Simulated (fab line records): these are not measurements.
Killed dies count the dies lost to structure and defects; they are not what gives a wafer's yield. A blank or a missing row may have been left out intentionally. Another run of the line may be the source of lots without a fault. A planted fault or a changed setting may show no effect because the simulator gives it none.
fab line records / flow gf180mcu / part 2 of 2: steps 28 to 37 of 37
[record] lots = 5 wafers = 15 last_day = 32
route steps=602 shown PSD@255 NSD@262 SAB@264 SALICIDE@278 CONTACT@287
lots that met no fault: from a run of the same line without faults
start_h: start of the lot's first displayed wafer, in hours after the record's first day / wait_h: hours from the lot's prior step to this one / " as in the row above / L1.1+2: several wafers, shown together as one row / - value missing, or start not given / * or withheld: withheld / < > ~ a bound
route shown NAME@n: a module of which the file shows steps, and the number in the route of the first / usual: average and standard deviation across the fault-free wafers / same: alike in all rows / chamber/n: place in a boat / sites: each site's reading / _std_site: the values' standard deviation / _edge_site: mean of outer sites minus mean of inner sites / radius_mm: how far each site lies from the wafer's centre / mask NAME#n: copy n / behind: the last tool/chamber to shape the wafer / hold: what put the lot on hold/how long, in hours/how the hold closed / device: the transistor (n, p or np) that didn't switch / end of line: the same wafers' tests at the end of the route / where a step has no rows: the recipe by itself / killed: count of dies lost to structure and defects at first sort (not the wafer's yield) / map: per-die view of a wafer (x killed, . not killed, _ where there is no die)
set.NAME: setting as actually run; set.NAME@STEP: the setting as run at that earlier step / model.NAME: the simulator's own value behind a step, which no gauge read
lots seen at some steps along the route; tables by step, rows by wafer
services: when a tool's chamber went out of use (start_h, in hours from the record's first day, below 0 if earlier), for how many hours, and the reason
[[steps]]
[step GF_SALICIDE_RS_MEAS_04]
[recipe] thk_meas_gauge = four-point-probe reads = TiN_of_SALICIDE_SPUTTER_03+Co_of_SALICIDE_SPUTTER_02
[usual] SALICIDE_TIN_RS = 16.33/0.29
lot.wafer=L081.3 tool=film_metro-04 chamber=- start_h=407.51 wait_h=0.1 SALICIDE_TIN_RS[ohm/sq]=16.23
lot.wafer=L081.5 tool=film_metro-04 chamber=- start_h=407.51 wait_h=0.1 SALICIDE_TIN_RS[ohm/sq]=16.05
lot.wafer=L081.6 tool=film_metro-04 chamber=- start_h=407.51 wait_h=0.1 SALICIDE_TIN_RS[ohm/sq]=16.15
lot.wafer=L082.1 tool=film_metro-01 chamber=- start_h=415.67 wait_h=0.0 SALICIDE_TIN_RS[ohm/sq]=16.40
lot.wafer=L082.3 tool=film_metro-01 chamber=- start_h=415.67 wait_h=0.0 SALICIDE_TIN_RS[ohm/sq]=16.47
lot.wafer=L082.4 tool=film_metro-01 chamber=- start_h=415.67 wait_h=0.0 SALICIDE_TIN_RS[ohm/sq]=15.98
lot.wafer=L085.2 tool=film_metro-04 chamber=- start_h=439.27 wait_h=0.0 SALICIDE_TIN_RS[ohm/sq]=16.49
lot.wafer=L085.3 tool=film_metro-04 chamber=- start_h=439.27 wait_h=0.0 SALICIDE_TIN_RS[ohm/sq]=16.15
lot.wafer=L085.4 tool=film_metro-04 chamber=- start_h=439.27 wait_h=0.0 SALICIDE_TIN_RS[ohm/sq]=16.07
lot.wafer=L088.2 tool=film_metro-01 chamber=- start_h=460.46 wait_h=0.0 SALICIDE_TIN_RS[ohm/sq]=16.02
lot.wafer=L088.5 tool=film_metro-01 chamber=- start_h=460.46 wait_h=0.0 SALICIDE_TIN_RS[ohm/sq]=16.46
lot.wafer=L088.6 tool=film_metro-01 chamber=- start_h=460.46 wait_h=0.0 SALICIDE_TIN_RS[ohm/sq]=16.06
lot.wafer=L089.2 tool=film_metro-03 chamber=- start_h=470.29 wait_h=0.0 SALICIDE_TIN_RS[ohm/sq]=16.28
lot.wafer=L089.4 tool=film_metro-03 chamber=- start_h=470.29 wait_h=0.0 SALICIDE_TIN_RS[ohm/sq]=16.59
lot.wafer=L089.5 tool=film_metro-03 chamber=- start_h=470.29 wait_h=0.0 SALICIDE_TIN_RS[ohm/sq]=16.45
[step GF_SALICIDE_THK_MEAS_05]
[recipe] thk_meas_gauge = xrf reads = TiN_of_SALICIDE_SPUTTER_03
[usual] SALICIDE_TIN_THK = 19.91/0.26
lot.wafer=L081.3 tool=film_metro-04 chamber=- start_h=407.61 wait_h=0.1 SALICIDE_TIN_THK[nm]=19.90
lot.wafer=L081.5 tool=film_metro-04 chamber=- start_h=407.61 wait_h=0.1 SALICIDE_TIN_THK[nm]=19.92
lot.wafer=L081.6 tool=film_metro-04 chamber=- start_h=407.61 wait_h=0.1 SALICIDE_TIN_THK[nm]=20.05
lot.wafer=L082.1 tool=film_metro-01 chamber=- start_h=415.79 wait_h=0.1 SALICIDE_TIN_THK[nm]=20.31
lot.wafer=L082.3 tool=film_metro-01 chamber=- start_h=415.79 wait_h=0.1 SALICIDE_TIN_THK[nm]=20.38
lot.wafer=L082.4 tool=film_metro-01 chamber=- start_h=415.79 wait_h=0.1 SALICIDE_TIN_THK[nm]=20.08
lot.wafer=L085.2 tool=film_metro-04 chamber=- start_h=439.38 wait_h=0.1 SALICIDE_TIN_THK[nm]=19.77
lot.wafer=L085.3 tool=film_metro-04 chamber=- start_h=439.38 wait_h=0.1 SALICIDE_TIN_THK[nm]=19.90
lot.wafer=L085.4 tool=film_metro-04 chamber=- start_h=439.38 wait_h=0.1 SALICIDE_TIN_THK[nm]=19.98
lot.wafer=L088.2 tool=film_metro-01 chamber=- start_h=460.57 wait_h=0.1 SALICIDE_TIN_THK[nm]=20.15
lot.wafer=L088.5 tool=film_metro-01 chamber=- start_h=460.57 wait_h=0.1 SALICIDE_TIN_THK[nm]=20.22
lot.wafer=L088.6 tool=film_metro-01 chamber=- start_h=460.57 wait_h=0.1 SALICIDE_TIN_THK[nm]=20.45
lot.wafer=L089.2 tool=film_metro-03 chamber=- start_h=470.40 wait_h=0.1 SALICIDE_TIN_THK[nm]=19.52
lot.wafer=L089.4 tool=film_metro-03 chamber=- start_h=470.40 wait_h=0.1 SALICIDE_TIN_THK[nm]=19.51
lot.wafer=L089.5 tool=film_metro-03 chamber=- start_h=470.40 wait_h=0.1 SALICIDE_TIN_THK[nm]=19.84
[step GF_SALICIDE_RTA_06]
[recipe] temp_c = 530 time_s = 30 ambient = N2
[usual] lamp_power_pct = 5.67/0.15 wafer_temp_C_max = 532.1/0.7
lot.wafer=L081.3 tool=rtp_anneal-02 chamber=0 start_h=407.68 wait_h=0.1 lamp_power_pct=5.84 wafer_temp_C_max=532.3
lot.wafer=L081.5 tool=rtp_anneal-02 chamber=0 start_h=407.68 wait_h=0.1 lamp_power_pct=5.85 wafer_temp_C_max=532.0
lot.wafer=L081.6 tool=rtp_anneal-02 chamber=0 start_h=407.68 wait_h=0.1 lamp_power_pct=5.84 wafer_temp_C_max=531.3
lot.wafer=L082.1 tool=rtp_anneal-01 chamber=0 start_h=415.85 wait_h=0.1 lamp_power_pct=5.54 wafer_temp_C_max=531.9
lot.wafer=L082.3 tool=rtp_anneal-01 chamber=0 start_h=415.85 wait_h=0.1 lamp_power_pct=5.54 wafer_temp_C_max=533.9
lot.wafer=L082.4 tool=rtp_anneal-01 chamber=0 start_h=415.85 wait_h=0.1 lamp_power_pct=5.53 wafer_temp_C_max=531.9
lot.wafer=L085.2 tool=rtp_anneal-02 chamber=0 start_h=439.45 wait_h=0.1 lamp_power_pct=5.84 wafer_temp_C_max=531.6
lot.wafer=L085.3 tool=rtp_anneal-02 chamber=0 start_h=439.45 wait_h=0.1 lamp_power_pct=5.85 wafer_temp_C_max=530.9
lot.wafer=L085.4 tool=rtp_anneal-02 chamber=0 start_h=439.45 wait_h=0.1 lamp_power_pct=5.84 wafer_temp_C_max=531.3
lot.wafer=L088.2 tool=rtp_anneal-02 chamber=0 start_h=460.64 wait_h=0.1 lamp_power_pct=5.85 wafer_temp_C_max=531.9
lot.wafer=L088.5 tool=rtp_anneal-02 chamber=0 start_h=460.64 wait_h=0.1 lamp_power_pct=5.84 wafer_temp_C_max=531.5
lot.wafer=L088.6 tool=rtp_anneal-02 chamber=0 start_h=460.64 wait_h=0.1 lamp_power_pct=5.85 wafer_temp_C_max=531.3
lot.wafer=L089.2 tool=rtp_anneal-01 chamber=0 start_h=470.47 wait_h=0.1 lamp_power_pct=5.53 wafer_temp_C_max=532.5
lot.wafer=L089.4 tool=rtp_anneal-01 chamber=0 start_h=470.47 wait_h=0.1 lamp_power_pct=5.53 wafer_temp_C_max=532.5
lot.wafer=L089.5 tool=rtp_anneal-01 chamber=0 start_h=470.47 wait_h=0.1 lamp_power_pct=5.54 wafer_temp_C_max=532.6
[step GF_SALICIDE_WET_ETCH_07]
[recipe] chemistry = SPM target_depth_nm = 120 dry = n2_spin
lot.wafer=L081.3+5+6 tool=wet_bench-03 chamber=2 start_h=407.75 wait_h=0.1
lot.wafer=L082.1+3+4 tool=wet_bench-04 chamber=3 start_h=415.95 wait_h=0.1
lot.wafer=L085.2+3+4 tool=wet_bench-01 chamber=3 start_h=439.53 wait_h=0.1
lot.wafer=L088.2+5+6 tool=wet_bench-01 chamber=3 start_h=460.72 wait_h=0.1
lot.wafer=L089.2+4+5 tool=wet_bench-04 chamber=2 start_h=470.55 wait_h=0.1
[step GF_SALICIDE_RTA_08]
[recipe] temp_c = 800 time_s = 30 ambient = N2
[usual] lamp_power_pct = 15.9/0.4 wafer_temp_C_max = 802.9/0.85
lot.wafer=L081.3 tool=rtp_anneal-01 chamber=0 start_h=407.87 wait_h=0.0 lamp_power_pct=15.4 wafer_temp_C_max=804.4
lot.wafer=L081.5 tool=rtp_anneal-01 chamber=0 start_h=407.87 wait_h=0.0 lamp_power_pct=15.4 wafer_temp_C_max=803.4
lot.wafer=L081.6 tool=rtp_anneal-01 chamber=0 start_h=407.87 wait_h=0.0 lamp_power_pct=15.4 wafer_temp_C_max=803.7
lot.wafer=L082.1 tool=rtp_anneal-02 chamber=0 start_h=416.05 wait_h=0.0 lamp_power_pct=16.2 wafer_temp_C_max=803.2
lot.wafer=L082.3 tool=rtp_anneal-02 chamber=0 start_h=416.05 wait_h=0.0 lamp_power_pct=16.2 wafer_temp_C_max=803.5
lot.wafer=L082.4 tool=rtp_anneal-02 chamber=0 start_h=416.05 wait_h=0.0 lamp_power_pct=16.2 wafer_temp_C_max=802.1
lot.wafer=L085.2 tool=rtp_anneal-01 chamber=0 start_h=439.64 wait_h=0.0 lamp_power_pct=15.4 wafer_temp_C_max=803.0
lot.wafer=L085.3 tool=rtp_anneal-01 chamber=0 start_h=439.64 wait_h=0.0 lamp_power_pct=15.4 wafer_temp_C_max=804.0
lot.wafer=L085.4 tool=rtp_anneal-01 chamber=0 start_h=439.64 wait_h=0.0 lamp_power_pct=15.4 wafer_temp_C_max=803.7
lot.wafer=L088.2 tool=rtp_anneal-02 chamber=0 start_h=460.83 wait_h=0.0 lamp_power_pct=16.2 wafer_temp_C_max=802.1
lot.wafer=L088.5 tool=rtp_anneal-02 chamber=0 start_h=460.83 wait_h=0.0 lamp_power_pct=16.2 wafer_temp_C_max=802.3
lot.wafer=L088.6 tool=rtp_anneal-02 chamber=0 start_h=460.83 wait_h=0.0 lamp_power_pct=16.2 wafer_temp_C_max=802.4
lot.wafer=L089.2 tool=rtp_anneal-02 chamber=0 start_h=470.68 wait_h=0.0 lamp_power_pct=16.3 wafer_temp_C_max=802.6
lot.wafer=L089.4 tool=rtp_anneal-02 chamber=0 start_h=470.68 wait_h=0.0 lamp_power_pct=16.2 wafer_temp_C_max=802.1
lot.wafer=L089.5 tool=rtp_anneal-02 chamber=0 start_h=470.68 wait_h=0.0 lamp_power_pct=16.2 wafer_temp_C_max=802.9
[step GF_CONTACT_CVD_00]
[recipe] material = SiO2 target_thk_nm = 300 sigma_open_frac = 0.3 temp_c = 400 time_s = 50 sih4_flow_sccm = 60 pressure_mtorr = 6
lot.wafer=L081.3+5+6 tool=hdpcvd-01 chamber=2,1,2 start_h=407.94 wait_h=0.1
lot.wafer=L082.1+3+4 tool=hdpcvd-02 chamber=2,1,2 start_h=416.15 wait_h=0.1
lot.wafer=L085.2+3+4 tool=hdpcvd-01 chamber=2,2,0 start_h=439.72 wait_h=0.1
lot.wafer=L088.2+5+6 tool=hdpcvd-02 chamber=0,2,1 start_h=460.92 wait_h=0.1
lot.wafer=L089.2+4+5 tool=hdpcvd-02 chamber=0,2,2 start_h=470.76 wait_h=0.1
[step GF_CONTACT_THK_MEAS_01]
[recipe] reads = SiO2_of_CONTACT_CVD_00
[usual] CONTACT_CVD_00_THK = 300/3.4
lot.wafer=L081.3 tool=film_metro-01 chamber=- start_h=408.00 wait_h=0.0 CONTACT_CVD_00_THK[nm]=294
lot.wafer=L081.5 tool=film_metro-01 chamber=- start_h=408.00 wait_h=0.0 CONTACT_CVD_00_THK[nm]=304
lot.wafer=L081.6 tool=film_metro-01 chamber=- start_h=408.00 wait_h=0.0 CONTACT_CVD_00_THK[nm]=299
lot.wafer=L082.1 tool=film_metro-02 chamber=- start_h=416.19 wait_h=0.0 CONTACT_CVD_00_THK[nm]=301
lot.wafer=L082.3 tool=film_metro-02 chamber=- start_h=416.19 wait_h=0.0 CONTACT_CVD_00_THK[nm]=303
lot.wafer=L082.4 tool=film_metro-02 chamber=- start_h=416.19 wait_h=0.0 CONTACT_CVD_00_THK[nm]=302
lot.wafer=L085.2 tool=film_metro-03 chamber=- start_h=439.80 wait_h=0.1 CONTACT_CVD_00_THK[nm]=297
lot.wafer=L085.3 tool=film_metro-03 chamber=- start_h=439.80 wait_h=0.1 CONTACT_CVD_00_THK[nm]=296
lot.wafer=L085.4 tool=film_metro-03 chamber=- start_h=439.80 wait_h=0.1 CONTACT_CVD_00_THK[nm]=302
lot.wafer=L088.2 tool=film_metro-01 chamber=- start_h=460.97 wait_h=0.0 CONTACT_CVD_00_THK[nm]=302
lot.wafer=L088.5 tool=film_metro-01 chamber=- start_h=460.97 wait_h=0.0 CONTACT_CVD_00_THK[nm]=299
lot.wafer=L088.6 tool=film_metro-01 chamber=- start_h=460.97 wait_h=0.0 CONTACT_CVD_00_THK[nm]=301
lot.wafer=L089.2 tool=film_metro-02 chamber=- start_h=470.84 wait_h=0.1 CONTACT_CVD_00_THK[nm]=304
lot.wafer=L089.4 tool=film_metro-02 chamber=- start_h=470.84 wait_h=0.1 CONTACT_CVD_00_THK[nm]=297
lot.wafer=L089.5 tool=film_metro-02 chamber=- start_h=470.84 wait_h=0.1 CONTACT_CVD_00_THK[nm]=297
[step GF_CONTACT_CVD_02]
[recipe] material = SiO2 target_thk_nm = 860 precursor = TEOS temp_c = 400 time_s = 95.992 rf_w = 600
[usual] heater_power_outer_w = 359/62 heater_power_w = 629/96
lot.wafer=L081.3 tool=pecvd-02 chamber=0 start_h=408.04 wait_h=0.0 heater_power_outer_w=388 heater_power_w=647
lot.wafer=L081.5 tool=pecvd-02 chamber=1 start_h=408.04 wait_h=0.0 heater_power_outer_w=361 heater_power_w=617
lot.wafer=L081.6 tool=pecvd-02 chamber=2 start_h=408.04 wait_h=0.0 heater_power_outer_w=404 heater_power_w=743
lot.wafer=L082.1 tool=pecvd-02 chamber=0 start_h=416.25 wait_h=0.1 heater_power_outer_w=344 heater_power_w=596
lot.wafer=L082.3 tool=pecvd-02 chamber=1 start_h=416.25 wait_h=0.1 heater_power_outer_w=392 heater_power_w=663
lot.wafer=L082.4 tool=pecvd-02 chamber=0 start_h=416.25 wait_h=0.1 heater_power_outer_w=369 heater_power_w=631
lot.wafer=L085.2 tool=pecvd-04 chamber=2 start_h=439.85 wait_h=0.0 heater_power_outer_w=263 heater_power_w=505
lot.wafer=L085.3 tool=pecvd-04 chamber=1 start_h=439.85 wait_h=0.0 heater_power_outer_w=345 heater_power_w=646
lot.wafer=L085.4 tool=pecvd-04 chamber=2 start_h=439.85 wait_h=0.0 heater_power_outer_w=299 heater_power_w=541
lot.wafer=L088.2 tool=pecvd-04 chamber=2 start_h=461.02 wait_h=0.0 heater_power_outer_w=299 heater_power_w=547
lot.wafer=L088.5 tool=pecvd-04 chamber=2 start_h=461.02 wait_h=0.0 heater_power_outer_w=314 heater_power_w=569
lot.wafer=L088.6 tool=pecvd-04 chamber=1 start_h=461.02 wait_h=0.0 heater_power_outer_w=420 heater_power_w=724
lot.wafer=L089.2 tool=pecvd-04 chamber=1 start_h=470.89 wait_h=0.0 heater_power_outer_w=446 heater_power_w=757
lot.wafer=L089.4 tool=pecvd-04 chamber=1 start_h=470.89 wait_h=0.0 heater_power_outer_w=480 heater_power_w=796
lot.wafer=L089.5 tool=pecvd-04 chamber=0 start_h=470.89 wait_h=0.0 heater_power_outer_w=279 heater_power_w=482
[step GF_CONTACT_THK_MEAS_03]
[recipe] reads = SiO2_of_CONTACT_CVD_02
[usual] CONTACT_CVD_02_THK = 861/10
lot.wafer=L081.3 tool=film_metro-02 chamber=- start_h=408.13 wait_h=0.1 CONTACT_CVD_02_THK[nm]=861
lot.wafer=L081.5 tool=film_metro-02 chamber=- start_h=408.13 wait_h=0.1 CONTACT_CVD_02_THK[nm]=869
lot.wafer=L081.6 tool=film_metro-02 chamber=- start_h=408.13 wait_h=0.1 CONTACT_CVD_02_THK[nm]=877
lot.wafer=L082.1 tool=film_metro-03 chamber=- start_h=416.32 wait_h=0.0 CONTACT_CVD_02_THK[nm]=852
lot.wafer=L082.3 tool=film_metro-03 chamber=- start_h=416.32 wait_h=0.0 CONTACT_CVD_02_THK[nm]=852
lot.wafer=L082.4 tool=film_metro-03 chamber=- start_h=416.32 wait_h=0.0 CONTACT_CVD_02_THK[nm]=878
lot.wafer=L085.2 tool=film_metro-02 chamber=- start_h=439.93 wait_h=0.0 CONTACT_CVD_02_THK[nm]=842
lot.wafer=L085.3 tool=film_metro-02 chamber=- start_h=439.93 wait_h=0.0 CONTACT_CVD_02_THK[nm]=851
lot.wafer=L085.4 tool=film_metro-02 chamber=- start_h=439.93 wait_h=0.0 CONTACT_CVD_02_THK[nm]=856
lot.wafer=L088.2 tool=film_metro-02 chamber=- start_h=461.10 wait_h=0.0 CONTACT_CVD_02_THK[nm]=855
lot.wafer=L088.5 tool=film_metro-02 chamber=- start_h=461.10 wait_h=0.0 CONTACT_CVD_02_THK[nm]=871
lot.wafer=L088.6 tool=film_metro-02 chamber=- start_h=461.10 wait_h=0.0 CONTACT_CVD_02_THK[nm]=866
lot.wafer=L089.2 tool=film_metro-03 chamber=- start_h=470.97 wait_h=0.0 CONTACT_CVD_02_THK[nm]=856
lot.wafer=L089.4 tool=film_metro-03 chamber=- start_h=470.97 wait_h=0.0 CONTACT_CVD_02_THK[nm]=875
lot.wafer=L089.5 tool=film_metro-03 chamber=- start_h=470.97 wait_h=0.0 CONTACT_CVD_02_THK[nm]=860
[step GF_CONTACT_CMP_04]
[recipe] material = SiO2 down_force_psi = 4 platen_rpm = 60 pad_velocity_m_s = 0.94248
[usual] motor_current_A = 11.8/1.2 time_to_endpoint_s = 110/5.9
lot.wafer=L081.3 tool=cmp-01 chamber=3 start_h=408.32 wait_h=0.2 motor_current_A=11.9 time_to_endpoint_s=117
lot.wafer=L081.6 tool=cmp-01 chamber=0 start_h=408.32 wait_h=0.2 motor_current_A=11.9 time_to_endpoint_s=123
lot.wafer=L081.5 tool=cmp-01 chamber=1 start_h=408.32 wait_h=0.2 motor_current_A=13.9 time_to_endpoint_s=118
lot.wafer=L082.3 tool=cmp-01 chamber=0 start_h=416.43 wait_h=0.1 motor_current_A=12.2 time_to_endpoint_s=102
lot.wafer=L082.4 tool=cmp-01 chamber=1 start_h=416.43 wait_h=0.1 motor_current_A=14.4 time_to_endpoint_s=115
lot.wafer=L082.1 tool=cmp-01 chamber=2 start_h=416.43 wait_h=0.1 motor_current_A=9.9 time_to_endpoint_s=102
lot.wafer=L085.4 tool=cmp-01 chamber=0 start_h=439.98 wait_h=0.0 motor_current_A=11.7 time_to_endpoint_s=106
lot.wafer=L085.3 tool=cmp-01 chamber=2 start_h=439.98 wait_h=0.0 motor_current_A=10.3 time_to_endpoint_s=105
lot.wafer=L085.2 tool=cmp-01 chamber=3 start_h=439.98 wait_h=0.0 motor_current_A=11.1 time_to_endpoint_s=107
lot.wafer=L088.2 tool=cmp-01 chamber=1 start_h=461.25 wait_h=0.1 motor_current_A=14.6 time_to_endpoint_s=106
lot.wafer=L088.5 tool=cmp-01 chamber=3 start_h=461.25 wait_h=0.1 motor_current_A=11.3 time_to_endpoint_s=114
lot.wafer=L088.6 tool=cmp-01 chamber=0 start_h=461.25 wait_h=0.1 motor_current_A=11.4 time_to_endpoint_s=109
lot.wafer=L089.4 tool=cmp-01 chamber=2 start_h=471.07 wait_h=0.1 motor_current_A=10.4 time_to_endpoint_s=118
lot.wafer=L089.2 tool=cmp-01 chamber=0 start_h=471.07 wait_h=0.1 motor_current_A=12.1 time_to_endpoint_s=109
lot.wafer=L089.5 tool=cmp-01 chamber=1 start_h=471.07 wait_h=0.1 motor_current_A=14.6 time_to_endpoint_s=107
[[services]]
tool=wet_bench-02 chamber=- start_h=373.32 hours=4.4 kind=pm
tool=wet_bench-04 chamber=- start_h=375.03 hours=4.9 kind=repair
tool=iline_stepper-01 chamber=- start_h=376.80 hours=9.4 kind=repair
tool=plasma_asher-04 chamber=- start_h=378.21 hours=4.1 kind=repair
tool=rie_diel-04 chamber=2 start_h=382.38 hours=1.3 kind=repair
tool=wet_bench-04 chamber=- start_h=386.12 hours=4.6 kind=repair
tool=pecvd-02 chamber=2 start_h=396.21 hours=6.6 kind=repair
tool=cmp-01 chamber=- start_h=404.00 hours=4.0 kind=pm
tool=plasma_asher-03 chamber=- start_h=409.31 hours=2.8 kind=pm
tool=pecvd-02 chamber=- start_h=410.96 hours=2.8 kind=pm
tool=plasma_asher-01 chamber=- start_h=411.09 hours=2.8 kind=pm
tool=rie_diel-03 chamber=- start_h=413.72 hours=0.7 kind=repair
tool=rie_diel-04 chamber=1 start_h=415.14 hours=5.4 kind=repair
tool=plasma_asher-04 chamber=- start_h=421.25 hours=9.0 kind=pm
tool=plasma_asher-03 chamber=- start_h=423.44 hours=1.5 kind=repair
tool=wet_bench-04 chamber=- start_h=429.89 hours=2.4 kind=repair
tool=hdpcvd-02 chamber=- start_h=431.13 hours=0.8 kind=pm
tool=hdpcvd-01 chamber=1 start_h=432.35 hours=19.7 kind=repair
tool=plasma_asher-03 chamber=- start_h=434.44 hours=2.0 kind=repair
tool=iline_stepper-02 chamber=- start_h=441.93 hours=1.7 kind=pm
tool=pecvd-02 chamber=- start_h=444.73 hours=1.0 kind=repair
tool=pvd_sputter-02 chamber=- start_h=445.71 hours=32.1 kind=repair
tool=hdpcvd-02 chamber=1 start_h=463.97 hours=21.6 kind=repair
tool=cmp-01 chamber=- start_h=465.52 hours=2.4 kind=repair
